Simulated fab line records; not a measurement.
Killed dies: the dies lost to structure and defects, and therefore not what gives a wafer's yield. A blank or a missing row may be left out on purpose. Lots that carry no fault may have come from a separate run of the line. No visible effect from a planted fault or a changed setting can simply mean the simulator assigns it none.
Which tool was responsible? + flow gf180mcu + 7 lots with 21 wafers sampled at 2 steps, on a route of 602 steps

== WHAT THE GAUGES SHOWED, per wafer ==
GF_V4_CD_MEAS_14 targets a cd of 260 nm.
| lot  | measured     | on        | cd_nm (nm)        |
|------|--------------|-----------|-------------------|
| L765 | day 24 17:58 | cd_sem-02 | 260.0 261.2 261.4 |
| L767 | day 25 15:50 | cd_sem-02 | 258.8 259.8 258.7 |
| L770 | day 26 11:25 | cd_sem-01 | 260.7 259.8 260.8 |
| L773 | day 27 10:07 | cd_sem-02 | 258.7 259.8 258.5 |
| L776 | day 28 09:15 | cd_sem-02 | 258.3 260.4 260.7 |
| L781 | day 29 20:34 | cd_sem-01 | 260.9 261.8 260.8 |
| L785 | day 30 21:09 | cd_sem-01 | 260.0 260.5 260.3 |

== WHAT TOOL EACH LOT RAN ON (gives the tool, then ch and the chambers of the sampled wafers, and finally the start) ==
| lot  | GF_V4_CMP_04                  |
|------|-------------------------------|
| L765 | cmp-02 ch 0,1,3, day 23 19:25 |
| L767 | cmp-01 ch 0,2,3, day 24 18:07 |
| L770 | cmp-01 ch 1,2, day 25 14:20   |
| L773 | cmp-01 ch 2,3, day 26 13:23   |
| L776 | cmp-02 ch 0,2,3, day 27 12:43 |
| L781 | cmp-01 ch 0,1,2, day 29 01:50 |
| L785 | cmp-02 ch 2,3, day 30 02:38   |
- GF_V4_CMP_04: polishes SiO2.

== THE ANSWER, worked out from the rows above alone ==
Rule: what is usual is taken from the lots themselves. The widest of any qualifying gaps counts: lots, ordered by their means at a reading, are off when they make up no more than a third of the lots, leave a main group of 4 or more, and stand apart from it by 3 or more times the standard deviation of that group's means. A main group whose means are all the same, to the digits that the tables above print for the reading, isn't used. A lot without any number at a reading at which 4 lots or more have one is off too. The other lots that the step has rows for count as sound.
No lot is off on any of the readings shown, so nothing can be concluded from this.

== WHAT HAD BEEN PUT IN BY THE SIMULATOR ==
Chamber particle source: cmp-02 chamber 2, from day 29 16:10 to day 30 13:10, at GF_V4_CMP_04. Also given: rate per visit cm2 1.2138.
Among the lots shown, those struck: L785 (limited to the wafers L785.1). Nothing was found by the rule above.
